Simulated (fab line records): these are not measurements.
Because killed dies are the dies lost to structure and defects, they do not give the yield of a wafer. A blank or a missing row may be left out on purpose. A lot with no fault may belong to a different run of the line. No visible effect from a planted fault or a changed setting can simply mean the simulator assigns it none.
Problem report, 8D (eight disciplines) form, completed by code    flow sky130    the parts of the form that need people (team, actions taken, sign-off) are left out

== 1. PROBLEM STATEMENT ==
Across 6 wafers from 2 lots, SONOS_ONO_OXIDATION_THK at SKY_SONOS_ONO_THK_MEAS_01 averages 2.98 nm, while fault-free wafers read 2.60 nm with a standard deviation of 0.049. That is +7.8 standard deviations from the usual mean.
The first sign was on wafer L541.3 at day 15 14:23, on film-metro-03. At this step, 33 wafers from 11 lots have a number in the record. Rule for "out" (also "out of limits"): further than 4 standard deviations from the usual mean. The other wafers with a number count as sound.

== 2. WHAT IT IS, WHAT IT ISN'T ==
question                     is                            is not
which readings at this step  SONOS_ONO_OXIDATION_THK       -
which lots                   L541, L543                    L529, L530, L531, L534, L535, L539, L542, L550, L551
which wafers of those lots   all that have a number        -
read on which gauges         film-metro-03, film-metro-04  film-metro-02
when                         from day 15 14:23             up to then (18 sound wafers); but 9 sound wafers of L542, L550, L551 came after

== 3. WHAT RULES OUT EACH SUSPECT ==
Counting: a tool stays on the suspect list if, at a process step up to the reading, it processed all lots that are out and no sound lot following the first of them.
- ruled out: the gauge at SKY_SONOS_ONO_THK_MEAS_01. The wafers that are out were read on 2 gauges (film-metro-03, film-metro-04).
- furnace-01 at SKY_SONOS_ONO_OXIDATION_00 (stabilise 600 s, purge 300 s, target thk 2.6 nm): ruled out as a lasting fault. Sound lots L550, L551 ran on it after its first lot that is out, L541 (day 15 13:01).
Left after counting: nothing in the record.

== 4. THE CAUSE (what the simulator had put in) ==
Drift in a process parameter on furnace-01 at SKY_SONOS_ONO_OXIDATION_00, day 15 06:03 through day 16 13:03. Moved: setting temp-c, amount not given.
The count ruled it out by mistake, since the rule takes a fault to strike every lot its tool runs from the start of the fault on, and this one did not do so.

== 5. THE EFFECT CHAIN, in route order ==
Each row: a reading whose mean over the struck wafers that have a number lies more than 3 standard deviations from the usual. Only readings for which the record gives a usual standard deviation are gone through. hours: the time from each lot's start at the first step in this table that gives one to its start at this step, as a median over the lots. sigmas: the change in usual standard deviations.
hours  step                        reading                  usual     on struck wafers  change  sigmas
0      SKY_SONOS_ONO_OXIDATION_00  spike-tc-bottom-C        820.5 C   830.6             +10.1   +8.4
0      SKY_SONOS_ONO_OXIDATION_00  spike-tc-centre-C        801.1 C   810.4             +9.3    +8.5
0      SKY_SONOS_ONO_OXIDATION_00  spike-tc-lower-C         800.7 C   810.8             +10.1   +10
0      SKY_SONOS_ONO_OXIDATION_00  spike-tc-top-C           810.9 C   820.9             +10.0   +10
0      SKY_SONOS_ONO_OXIDATION_00  spike-tc-upper-C         800.8 C   811.2             +10.4   +11
0      SKY_SONOS_ONO_OXIDATION_00  tube-center-temp-C       800.01 C  810.10            +10.09  +99 or more
0      SKY_SONOS_ONO_OXIDATION_00  tube_center_temp_C_max   802.0     812.3             +10.3   +32
1      SKY_SONOS_ONO_THK_MEAS_01   SONOS_ONO_OXIDATION_THK  2.60 nm   2.98              +0.38   +7.8
Its process steps:
- SKY_SONOS_ONO_OXIDATION_00: stabilise 600 s, purge 300 s, target thk 2.6 nm.

== 6. HOW IT WOULD HAVE BEEN CAUGHT EARLIER ==
Counted from the fault's start at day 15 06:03, it took 8 hours until the first out-of-limits reading at a measuring or inspecting step in this record, taken at day 15 14:23.
Tool's own readings at SKY_SONOS_ONO_OXIDATION_00, spike-tc-bottom-C, spike-tc-centre-C, spike-tc-lower-C, spike-tc-top-C, spike-tc-upper-C, tube-center-temp-C, tube_center_temp_C_max: out on all struck wafers the step has rows for; an alarm limit on them would have tripped on the first.
